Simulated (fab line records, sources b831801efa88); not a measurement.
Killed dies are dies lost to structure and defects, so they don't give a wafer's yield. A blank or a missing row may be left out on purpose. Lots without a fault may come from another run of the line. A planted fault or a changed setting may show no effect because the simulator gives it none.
fab line records | flow sky130
record lots=7 wafers=21 last_day=50
route steps=708 shown SONOS_TUNNEL@156 SONOS_ONO@168 PAD_OPEN@708
lots that met no fault: from a run of the same line without faults
start_h: hours from the record's first day to the start of the lot's first wafer shown | wait_h: hours since the lot's step before | " the same as in the row above | L1.1+2: a row that stands for several wafers | - no value, or no start given | * or withheld: withheld | < > ~ a bound
route shown NAME@n: a module of which the file shows steps, and the number in the route of the first | usual: mean/standard deviation of fault-free wafers | same: alike in all rows | chamber/n: place in a boat | sites: the reading at each site | _std_site: their standard deviation | _edge_site: outer sites' mean less inner sites' | radius_mm: how far each site lies from the wafer's centre | mask NAME#n: copy n | behind: the tool/chamber that last shaped the wafer | hold: why the lot was held/for how many hours/how that ended | device: the transistor (n, p or np) that didn't switch | end of line: the same wafers' tests at the end of the route | a step without rows: its recipe alone | killed: dies lost to structure and defects at the first sort, not the wafer's yield | map: a wafer's dies, x killed, . not, _ none there
set.NAME: the setting as run; set.NAME@STEP: as run at that earlier step | model.NAME: the simulator's own value behind a step, which no gauge read
lots at some steps of the route; a table a step, a row a wafer
services: from which hour (start_h, from the record's first day; less than 0 if before it) a tool's chamber was out of use, for how many hours, and why
## steps
# step SKY_SONOS_TUNNEL_COAT_02
# recipe resist=NOVOLAK spin_rpm=3000 resist_thk_nm=1140
# step SKY_SONOS_TUNNEL_SOFTBAKE_03
# recipe temp_c=90 time_s=60 resist=NOVOLAK
# step SKY_SONOS_TUNNEL_EXPOSE_04
# recipe mask_id=TUNM na=0.6 source_shape=conventional sigma_outer=0.6 polarization=unpolarized target_cd_nm=410 dose_mj=136
# step SKY_SONOS_TUNNEL_PEB_05
# recipe temp_c=withheld time_s=* resist=NOVOLAK
# step SKY_SONOS_TUNNEL_DEVELOP_06
# recipe resist=NOVOLAK developer=TMAH develop_time_s=60 dev_temp_c=23
# step SKY_SONOS_TUNNEL_CD_MEAS_07
# recipe target_cd_nm=410
# usual cd_nm=410.4/2
# columns lot.wafer tool chamber start_h wait_h cd_nm
L528.1 cd_sem-02 - 256.22 0.1 411.6
L528.5 " - " " 411.6
L528.6 " - " " 414.1
L533.1 cd_sem-01 - 295.42 0.1 410.7
L533.3 " - " " 410.7
L533.5 " - " " 409.1
L534.2 cd_sem-02 - 304.17 0.1 412.4
L534.3 " - " " 413.2
L534.6 " - " " 411.7
L535.1 cd_sem-01 - 311.17 0.1 409.8
L535.4 " - " " 410.3
L535.5 " - " " 409.6
L544.1 cd_sem-01 - 396.89 0.1 410.6
L544.2 " - " " 407.8
L544.3 " - " " 410.7
L547.2 cd_sem-01 - 408.51 0.1 411.7
L547.3 " - " " 410.7
L547.5 " - " " 409.2
L550.2 cd_sem-01 - 433.51 0.1 407.9
L550.4 " - " " 410.4
L550.6 " - " " 409.6
# step SKY_SONOS_TUNNEL_OVL_MEAS_08
# usual SONOS_TUNNEL_OVL=-0.2/1.5
# columns lot.wafer tool chamber start_h wait_h SONOS_TUNNEL_OVL[nm]
L528.1 overlay-02 - 256.34 0.1 -0.2
L528.5 " - " " 0.4
L528.6 " - " " -2.1
L533.1 overlay-02 - 295.54 0.1 -4.4
L533.3 " - " " -2.3
L533.5 " - " " -2.6
L534.2 overlay-01 - 304.27 0.1 0.8
L534.3 " - " " 1.8
L534.6 " - " " 0.4
L535.1 overlay-02 - 311.29 0.1 -1.4
L535.4 " - " " 0.3
L535.5 " - " " -0.2
L544.1 overlay-02 - 397.01 0.1 -2.1
L544.2 " - " " 1.0
L544.3 " - " " -0.7
L547.2 overlay-01 - 408.62 0.1 -0.7
L547.3 " - " " 1.8
L547.5 " - " " 1.7
L550.2 overlay-01 - 433.62 0.1 2.0
L550.4 " - " " 1.9
L550.6 " - " " 0.4
# step SKY_SONOS_TUNNEL_IMPLANT_09
# recipe species=B energy_kev=20 dose_cm2=1.019e+12 tilt_deg=withheld
# step SKY_SONOS_TUNNEL_WET_ETCH_10
# recipe chemistry=dHF target_depth_nm=14 target=SiO2 dilution=100:1 temp_c=25 time_s=280
# step SKY_SONOS_TUNNEL_STRIP_11
# recipe chemistry=SPM time_s=600 temp_c=130
# step SKY_SONOS_TUNNEL_TW_MEAS_12
# usual SONOS_TUNNEL_TW=197.9/2.6
# columns lot.wafer tool chamber start_h wait_h SONOS_TUNNEL_TW
L528.1 film_metro-03 - 256.79 0.0 197.2
L528.5 " - " " 196.9
L528.6 " - " " 197.6
L533.1 film_metro-03 - 295.99 0.0 198.5
L533.3 " - " " 198.1
L533.5 " - " " 197.4
L534.2 film_metro-01 - 304.72 0.0 199.5
L534.3 " - " " 201.3
L534.6 " - " " 200.0
L535.1 film_metro-03 - 311.91 0.0 197.8
L535.4 " - " " 198.2
L535.5 " - " " 197.3
L544.1 film_metro-01 - 397.47 0.0 200.8
L544.2 " - " " 199.8
L544.3 " - " " 201.1
L547.2 film_metro-01 - 409.07 0.0 201.8
L547.3 " - " " 200.8
L547.5 " - " " 201.5
L550.2 film_metro-01 - 434.07 0.0 199.0
L550.4 " - " " 199.1
L550.6 " - " " 199.3
# step SKY_SONOS_TUNNEL_CLEAN_13
# recipe chemistry=dHF time_s=20 dilution=100:1 dry=ipa_marangoni
# step SKY_SONOS_ONO_OXIDATION_00
# recipe temp_c=800 ambient=O2 idle_temp_c=700 ramp_up_c_per_min=10 ramp_down_c_per_min=3 stabilise_s=600 purge_s=300 target_thk_a=26 ox_time_s=1249
# usual spike_tc_centre_C=801.3/0.95 spike_tc_top_C=810.9/1.2 spike_tc_upper_C=799.3/1.6 zone_power_centre_pct=14.9/1.6 zone_power_top_pct=25.5/0.74 zone_power_upper_pct=12.7/0.56
# same purge_s=300
# columns lot.wafer tool chamber start_h wait_h spike_tc_centre_C spike_tc_top_C spike_tc_upper_C zone_power_centre_pct zone_power_top_pct zone_power_upper_pct model.SiO2_of_SONOS_ONO_OXIDATION_00.thk_nm
L528.1 furnace-02 0 257.84 1.0 801.7 810.8 798.4 13.5 26.2 13.1 2.688
L528.5 " 0 " " 800.9 811.3 800.1 13.6 26.4 13.2 2.64
L528.6 " 0 " " 802.9 812.3 798.2 13.6 26.3 13.4 2.693
L533.1 furnace-02 0 298.13 2.1 796.8 807.6 832.7 9.0 19.9 23.7 2.712
L533.3 " 0 " " 796.0 805.4 830.7 8.9 19.9 23.5 2.789
L533.5 " 0 " " 797.9 805.0 833.5 8.9 20.0 23.5 3.004
L534.2 furnace-02 0 304.82 0.0 796.5 803.9 833.4 9.0 20.2 23.5 2.685
L534.3 " 0 " " 796.8 806.2 833.3 9.0 20.2 23.4 2.544
L534.6 " 0 " " 796.0 807.0 832.6 8.8 19.7 23.4 2.674
L535.1 furnace-02 0 312.47 0.5 797.1 806.6 834.7 8.9 20.0 23.5 2.702
L535.4 " 0 " " 796.5 806.8 832.1 9.0 19.9 23.5 2.833
L535.5 " 0 " " 798.0 805.9 834.0 8.8 20.0 23.8 2.925
L544.1 furnace-02 0 399.60 2.0 801.6 809.6 795.7 13.5 26.1 13.1 2.555
L544.2 " 0 " " 801.9 810.6 799.4 13.7 25.8 13.2 2.566
L544.3 " 0 " " 800.9 810.4 798.9 13.4 26.1 13.1 2.587
L547.2 furnace-01 0 409.40 0.3 801.4 811.0 800.6 16.7 24.5 12.1 2.569
L547.3 " 0 " " 801.6 809.5 799.8 16.9 24.9 12.0 2.571
L547.5 " 0 " " 800.7 808.8 801.1 16.7 24.7 12.0 2.59
L550.2 furnace-01 0 435.66 1.5 802.1 810.2 801.3 16.9 25.1 12.2 2.582
L550.4 " 0 " " 802.2 810.0 800.3 16.7 24.1 12.2 2.54
L550.6 " 0 " " 800.7 810.6 801.1 16.8 24.9 12.0 2.601
# step SKY_SONOS_ONO_THK_MEAS_01
# recipe reads=SiO2_of_SONOS_ONO_OXIDATION_00
# usual SONOS_ONO_OXIDATION_THK=2.59/0.053
# columns lot.wafer tool chamber start_h wait_h SONOS_ONO_OXIDATION_THK[nm]
L528.1 film_metro-03 - 259.18 0.0 2.68
L528.5 " - " " 2.61
L528.6 " - " " 2.68
L533.1 film_metro-01 - 299.48 0.0 2.69
L533.3 " - " " 2.74
L533.5 " - " " 3.02
L534.2 film_metro-03 - 306.18 0.0 2.71
L534.3 " - " " 2.49
L534.6 " - " " 2.68
L535.1 film_metro-01 - 313.82 0.0 2.72
L535.4 " - " " 2.88
L535.5 " - " " 2.96
L544.1 film_metro-03 - 400.94 0.0 2.59
L544.2 " - " " 2.58
L544.3 " - " " 2.54
L547.2 film_metro-01 - 410.76 0.0 2.55
L547.3 " - " " 2.55
L547.5 " - " " 2.53
L550.2 film_metro-01 - 437.02 0.0 2.62
L550.4 " - " " 2.52
L550.6 " - " " 2.60
# step SKY_SONOS_ONO_CVD_02
# recipe material=Si3N4 precursor=DCS/NH3 target_thk_nm=10.5 temp_c=770 time_s=180 pressure_mtorr=250
# step SKY_PAD_OPEN_PROBE_99
# usual killed_at_M0_to_M3=43/7.3 killed_at_M4_up=3.1/1.8 killed_at_contacts=24/5.4 killed_at_front_end=15/4.1 killed_at_other=0.2/0.52 killed_dies=86/10 killed_on_rim=17/4.1 killed_open=47/7.3 killed_short=39/6.4
# same gross_dies=492 killed_at_back_side=0
# columns lot.wafer tool chamber start_h wait_h killed_at_M0_to_M3 killed_at_M4_up killed_at_contacts killed_at_front_end killed_at_other killed_dies killed_on_rim killed_open killed_short model.etest.sonos_erased.drive_ua_um model.etest.cap_ono.gate_log10_a_cm2 model.etest.cap_ono.tox_acc_nm model.etest.sonos_erased.vt_v model.etest.sonos_programmed.vt_v model.etest.sonos_baked.vt_less_v
L528.1 prober-02 - 1077.77 0.1 38 5 20 18 0 81 19 46 35 208.3 -8.153 13.05 -2.225 1.39 -0.4504
L528.5 prober-02 - 1077.97 0.2 40 6 26 12 0 84 15 37 47 225.5 -7.872 12.82 -2.322 1.503 -0.5227
L528.6 prober-02 - 1078.02 0.2 44 2 28 15 0 89 16 53 36 179.1 -7.933 12.89 -2.245 1.492 -0.4579
L533.1 prober-01 - 1116.31 0.1 46 3 16 29 1 95 13 45 49 191.8 -8.135 13.03 -2.206 1.44 -0.4884
L533.3 prober-01 - 1116.41 0.2 56 0 21 15 1 93 19 46 47 171.3 -8.242 13.13 -2.084 1.398 -0.4347
L533.5 prober-01 - 1116.51 0.2 43 6 17 23 2 91 16 48 42 110.2 -8.492 13.37 -1.751 1.298 -0.3912
L534.2 prober-02 - 1117.11 0.1 49 4 33 18 1 105 20 62 43 173.2 -8.172 13.03 -2.188 1.403 -0.4581
L534.3 prober-02 - 1117.16 0.2 48 3 23 17 0 91 17 51 40 173.8 -7.92 12.88 -2.288 1.495 -0.5297
L534.6 prober-02 - 1117.31 0.2 43 2 33 12 0 90 23 52 38 188.3 -8.091 13 -2.214 1.413 -0.4677
L535.1 prober-01 - 1121.55 0.1 46 1 21 7 1 76 18 45 30 174.9 -8.03 12.95 -2.213 1.491 -0.5085
L535.4 prober-01 - 1121.70 0.2 44 5 19 12 0 80 16 34 46 153.3 -8.123 13.03 -2.097 1.397 -0.4592
L535.5 prober-01 - 1121.75 0.2 38 5 11 14 0 68 14 40 28 143.2 -8.165 13.13 -2.002 1.4 -0.3975
L544.1 prober-01 - 1178.60 0.1 33 1 20 12 0 66 15 36 29 205.4 -7.712 12.68 -2.389 1.544 -0.5826
L544.2 prober-01 - 1178.65 0.1 41 0 33 11 0 85 18 46 39 209 -7.668 12.68 -2.391 1.55 -0.5405
L544.3 prober-01 - 1178.70 0.2 51 4 29 11 0 95 19 54 41 169.2 -7.756 12.81 -2.309 1.48 -0.5166
L547.2 prober-01 - 1185.18 0.1 40 0 19 14 0 73 15 40 33 187.5 -7.827 12.81 -2.309 1.5 -0.5339
L547.3 prober-01 - 1185.23 0.2 51 4 30 11 0 96 16 57 39 194.3 -8.029 12.99 -2.272 1.427 -0.4989
L547.5 prober-01 - 1185.33 0.2 45 4 22 13 0 84 11 40 44 202 -7.911 12.83 -2.312 1.5 -0.5141
L550.2 prober-02 - 1195.56 0.1 41 1 21 9 2 74 14 36 38 168.9 -7.91 12.88 -2.281 1.449 -0.5648
L550.4 prober-02 - 1195.66 0.2 42 2 19 9 0 72 20 39 33 202.6 -7.841 12.83 -2.348 1.424 -0.5324
L550.6 prober-02 - 1195.76 0.2 40 3 28 14 0 85 16 47 38 181.1 -7.878 12.84 -2.306 1.453 -0.4851
# killed by level:class
L528.1 CONTACT:geometric_particle:short=7 VIA3:geometric_particle:open=7 VIA1:geometric_particle:open=7 POLY_GATE:geometric_particle:open=6 CONTACT:geometric_particle:open=6 METAL1:geometric_particle:short=5 VIA2:geometric_particle:open=5 FIELD_ISO:geometric_particle:open=4
L528.5 CONTACT:geometric_particle:short=8 VIA1:geometric_particle:open=8 CONTACT:geometric_particle:open=7 METAL2:geometric_particle:short=6 METAL4:geometric_particle:short=6 LI_CONTACT:geometric_particle:short=5 METAL1:geometric_particle:short=5 VIA2:geometric_particle:open=5
L528.6 CONTACT:geometric_particle:open=11 VIA2:geometric_particle:open=9 METAL1:geometric_particle:short=9 LI_CONTACT:geometric_particle:open=8 VIA3:geometric_particle:open=7 VIA1:geometric_particle:open=6 LOCAL_INTERCONNECT:geometric_particle:short=5 VIA3:geometric_particle:short=5
L533.1 VIA1:geometric_particle:open=12 FIELD_ISO:geometric_particle:short=8 POLY_GATE:geometric_particle:open=6 METAL2:geometric_particle:short=6 VIA3:geometric_particle:open=6 FIELD_ISO:geometric_particle:open=5 CONTACT:geometric_particle:open=5 VIA1:geometric_particle:short=5
L533.3 VIA1:geometric_particle:open=13 METAL2:geometric_particle:short=10 METAL1:geometric_particle:short=7 LI_CONTACT:geometric_particle:open=7 VIA1:geometric_particle:short=7 VIA2:geometric_particle:open=6 POLY_GATE:geometric_particle:open=5 POLY_GATE:geometric_particle:short=4
L533.5 VIA1:geometric_particle:open=12 FIELD_ISO:geometric_particle:short=8 CONTACT:geometric_particle:open=7 VIA1:geometric_particle:short=6 POLY_GATE:geometric_particle:short=5 POLY_GATE:geometric_particle:open=5 VIA3:geometric_particle:open=5 METAL4:geometric_particle:short=5
L534.2 CONTACT:geometric_particle:open=13 VIA1:geometric_particle:open=11 LI_CONTACT:geometric_particle:open=11 METAL3:geometric_particle:short=8 FIELD_ISO:geometric_particle:open=7 VIA1:geometric_particle:short=7 VIA3:geometric_particle:open=6 VIA2:geometric_particle:open=5
L534.3 VIA1:geometric_particle:open=13 CONTACT:geometric_particle:open=10 VIA3:geometric_particle:open=8 CONTACT:geometric_particle:short=7 FIELD_ISO:geometric_particle:open=6 VIA1:geometric_particle:short=5 METAL2:geometric_particle:short=5 POLY_GATE:geometric_particle:short=4
L534.6 CONTACT:geometric_particle:open=15 VIA1:geometric_particle:open=8 FIELD_ISO:geometric_particle:open=6 VIA3:geometric_particle:short=6 LI_CONTACT:geometric_particle:open=6 VIA3:geometric_particle:open=6 CONTACT:geometric_particle:short=6 METAL1:geometric_particle:short=5
L535.1 CONTACT:geometric_particle:open=12 VIA1:geometric_particle:open=9 LI_CONTACT:geometric_particle:open=6 VIA1:geometric_particle:short=6 METAL2:geometric_particle:short=5 VIA2:geometric_particle:open=5 METAL3:geometric_particle:short=4 VIA3:geometric_particle:open=4
L535.4 VIA1:geometric_particle:open=13 POLY_GATE:geometric_particle:short=6 VIA1:geometric_particle:short=6 LOCAL_INTERCONNECT:geometric_particle:short=5 CONTACT:geometric_particle:open=5 VIA3:geometric_particle:open=5 LI_CONTACT:geometric_particle:open=4 METAL1:geometric_particle:short=4
L535.5 VIA1:geometric_particle:open=9 VIA3:geometric_particle:open=9 VIA2:geometric_particle:open=6 VIA3:geometric_particle:short=5 LI_CONTACT:geometric_particle:open=5 CONTACT:geometric_particle:open=4 METAL4:geometric_particle:short=4 FIELD_ISO:geometric_particle:short=3
L544.1 VIA1:geometric_particle:open=9 LI_CONTACT:geometric_particle:open=7 VIA1:geometric_particle:short=6 METAL2:geometric_particle:short=5 CONTACT:geometric_particle:open=5 FIELD_ISO:geometric_particle:short=4 LOCAL_INTERCONNECT:geometric_particle:short=4 CONTACT:geometric_particle:short=3
L544.2 CONTACT:geometric_particle:open=11 VIA1:geometric_particle:open=8 VIA3:geometric_particle:open=7 LOCAL_INTERCONNECT:geometric_particle:short=6 CONTACT:geometric_particle:short=5 LI_CONTACT:geometric_particle:open=5 LI_CONTACT:geometric_particle:short=5 VIA2:geometric_particle:short=5
L544.3 VIA1:geometric_particle:open=16 CONTACT:geometric_particle:open=14 VIA1:geometric_particle:short=7 VIA2:geometric_particle:open=7 METAL3:geometric_particle:short=6 LOCAL_INTERCONNECT:geometric_particle:short=5 CONTACT:geometric_particle:short=5 METAL2:geometric_particle:short=5
L547.2 VIA2:geometric_particle:open=11 VIA1:geometric_particle:open=10 FIELD_ISO:geometric_particle:open=6 LI_CONTACT:geometric_particle:open=5 LOCAL_INTERCONNECT:geometric_particle:short=5 VIA1:geometric_particle:short=5 METAL2:geometric_particle:short=5 METAL1:geometric_particle:short=4
L547.3 VIA3:geometric_particle:open=14 CONTACT:geometric_particle:open=11 LI_CONTACT:geometric_particle:open=8 VIA1:geometric_particle:open=8 VIA2:geometric_particle:open=8 METAL2:geometric_particle:short=7 CONTACT:geometric_particle:short=4 LOCAL_INTERCONNECT:geometric_particle:short=4
L547.5 METAL1:geometric_particle:short=8 METAL2:geometric_particle:short=8 LI_CONTACT:geometric_particle:open=7 VIA1:geometric_particle:open=7 VIA2:geometric_particle:open=6 CONTACT:geometric_particle:open=5 CONTACT:geometric_particle:short=5 FIELD_ISO:geometric_particle:short=4
L550.2 LI_CONTACT:geometric_particle:open=9 CONTACT:geometric_particle:open=8 METAL1:geometric_particle:short=8 VIA1:geometric_particle:open=5 VIA1:geometric_particle:short=5 METAL3:geometric_particle:short=5 FIELD_ISO:geometric_particle:short=3 VIA3:geometric_particle:open=3
L550.4 VIA2:geometric_particle:open=10 VIA1:geometric_particle:open=9 CONTACT:geometric_particle:open=6 METAL2:geometric_particle:short=6 METAL3:geometric_particle:short=4 FIELD_ISO:geometric_particle:short=4 VIA2:geometric_particle:short=4 CONTACT:geometric_particle:short=4
L550.6 CONTACT:geometric_particle:open=12 VIA2:geometric_particle:open=10 LI_CONTACT:geometric_particle:open=7 VIA1:geometric_particle:open=7 CONTACT:geometric_particle:short=5 METAL2:geometric_particle:short=5 FIELD_ISO:geometric_particle:short=4 METAL1:geometric_particle:short=4
## services
# columns tool chamber start_h hours kind
furnace-02 - 253.11 3.2 pm
furnace-01 - 264.61 3.6 pm
furnace-01 - 394.87 3.9 pm
furnace-02 - 421.16 4.0 pm
furnace-02 - 426.62 3.7 pm
## key
first_sign step=SKY_SONOS_ONO_OXIDATION_00 reading=spike_tc_upper_C direction=up sigmas=21 usual=799.3 struck=833.0
effect step=SKY_SONOS_ONO_OXIDATION_00 reading=zone_power_upper_pct direction=up sigmas=19 usual=12.7 struck=23.5
effect step=SKY_SONOS_ONO_THK_MEAS_01 reading=SONOS_ONO_OXIDATION_THK direction=up sigmas=3.3 usual=2.59 struck=2.77 wafers_moved=4
model_effect step=SKY_SONOS_ONO_OXIDATION_00 value=SiO2_of_SONOS_ONO_OXIDATION_00.thk_nm without=2.619 struck=2.763
model_effect step=SKY_PAD_OPEN_PROBE_99 value=etest.sonos_erased.drive_ua_um without=177.7 struck=164.5
met_at SKY_SONOS_ONO_OXIDATION_00
struck_wafers L533.1,L533.3,L533.5,L534.2,L534.3,L534.6,L535.1,L535.4,L535.5
tester_left_out L533,L534,L535
onset_between 257.84 298.13
fault kind=process_parameter_drift tool=furnace-02 chamber=- onset_h=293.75 steps=SKY_SONOS_ONO_OXIDATION_00 channel=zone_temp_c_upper offset=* shape=step end_h=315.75
# tester_left_out: of these lots the tester's yield and bins aren't shown, on N5 and GAA mostly nor the transistor test; their killed dies are dies lost to structure and defects alone, not to doping, threshold or leakage, so they don't give the yield
